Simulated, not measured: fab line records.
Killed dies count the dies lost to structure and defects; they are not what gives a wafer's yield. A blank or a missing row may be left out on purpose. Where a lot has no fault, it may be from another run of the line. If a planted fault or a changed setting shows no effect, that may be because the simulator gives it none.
Code-filled problem report in 8D (eight disciplines) form || flow gf180mcu || the parts of the form that need people (team, actions taken, sign-off) are left out

## 1. PROBLEM STATEMENT
Across 9 wafers from 3 lots, V3_W_RS at GF_V3_RS_MEAS_24 averages 0.194 ohm/sq, while fault-free wafers read 0.329 ohm/sq with a standard deviation of 0.0049. Measured from the usual mean, that is -28 standard deviations.
The step: measures by four-point-probe.
Earliest sighting: wafer L331.1 on film-metro-04 at day 24 16:46. At this step, 33 wafers from 11 lots have a number in the record. The rule behind "out" and "out of limits": a value lying over 4 standard deviations away from the usual mean. All remaining wafers that have a number are taken as sound.

## 2. WHAT IT IS, AND WHAT IT ISN'T
{"question": "which readings at this step", "is": "V3_W_RS", "is not": "-"}
{"question": "which lots", "is": "L331, L332, L333", "is not": "L325, L328, L330, L341, L342, L343, L344, L347"}
{"question": "which wafers of those lots", "is": "all that have a number", "is not": "-"}
{"question": "read on which gauges", "is": "film-metro-01, film-metro-03, film-metro-04", "is not": "-"}
{"question": "when", "is": "from day 24 16:46", "is not": "up to then (9 sound wafers); but 15 sound wafers of L341, L342, L343, L344, L347 came after"}

## 3. THE SUSPECTS, EACH WITH WHAT RULES IT OUT
Counting: a tool stays on the suspect list if, at a process step up to the reading, it processed all lots that are out and no sound lot following the first of them.
- the gauge at GF_V3_RS_MEAS_24 is ruled out. 3 gauges (film-metro-01, film-metro-03, film-metro-04) read the wafers that are out.
- cvd-w-01 at GF_V3_CVD_23 (deposits W, target thk 350 nm, time 104.9 s): ruled out as a lasting fault. The sound lots L342, L343, L344, L347 went through it after L331, its earliest lot that is out (day 24 16:39).
Left after counting: nothing in the record.

## 4. THE CAUSE (what the simulator had put in)
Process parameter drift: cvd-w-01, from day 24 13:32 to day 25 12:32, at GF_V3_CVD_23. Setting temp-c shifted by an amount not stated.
Counting ruled it out, wrongly: the rule takes a fault to strike every lot that its tool runs from its start on, and this one did not.

## 5. THE CHAIN OF EFFECTS, in route order
Each row: a reading whose mean over the struck wafers that have a number lies more than 3 standard deviations from the usual. Only readings for which the record gives a usual standard deviation are gone through. hours: the time from each lot's start at the first step in this table that gives one to its start at this step, as a median over the lots. sigmas: the change in usual standard deviations.
{"hours": 0, "step": "GF_V3_CVD_23", "reading": "heater-power-outer-w", "usual": "501 W", "on struck wafers": 675, "change": "+174", "sigmas": "+4.3"}
{"hours": 0, "step": "GF_V3_CVD_23", "reading": "heater-power-w", "usual": "835 W", "on struck wafers": 1105, "change": "+270", "sigmas": "+3.5"}
{"hours": 0, "step": "GF_V3_CVD_23", "reading": "susceptor-temp-C", "usual": "400.05 C", "on struck wafers": 441.69, "change": "+41.64", "sigmas": "+99 or more"}
{"hours": 0, "step": "GF_V3_RS_MEAS_24", "reading": "V3_W_RS", "usual": "0.329 ohm/sq", "on struck wafers": 0.194, "change": -0.135, "sigmas": -28}
{"hours": 0, "step": "GF_V3_THK_MEAS_25", "reading": "V3_W_THK", "usual": "346 nm", "on struck wafers": 560, "change": "+214", "sigmas": "+36"}
{"hours": 0, "step": "GF_V3_CMP_26", "reading": "time-to-endpoint-s", "usual": "83 s", "on struck wafers": 139, "change": "+56", "sigmas": "+11"}
It contains these process steps:
- GF_V3_CVD_23: deposits W, target thk 350 nm, time 104.9 s.
- GF_V3_CMP_26: polishes, stops on SiO2, t overpolish 15 s, target thk 0 nm.

## 6. HOW IT WOULD HAVE BEEN CAUGHT EARLIER
3 hours passed between the start of the fault at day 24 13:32 and the first reading out of limits at a measuring or inspecting step in this record, taken at day 24 16:46.
At GF_V3_CVD_23, the tool's own readings (susceptor-temp-C) were out on each struck wafer the step has a row for, so an alarm limit on them would have fired on the first such wafer.
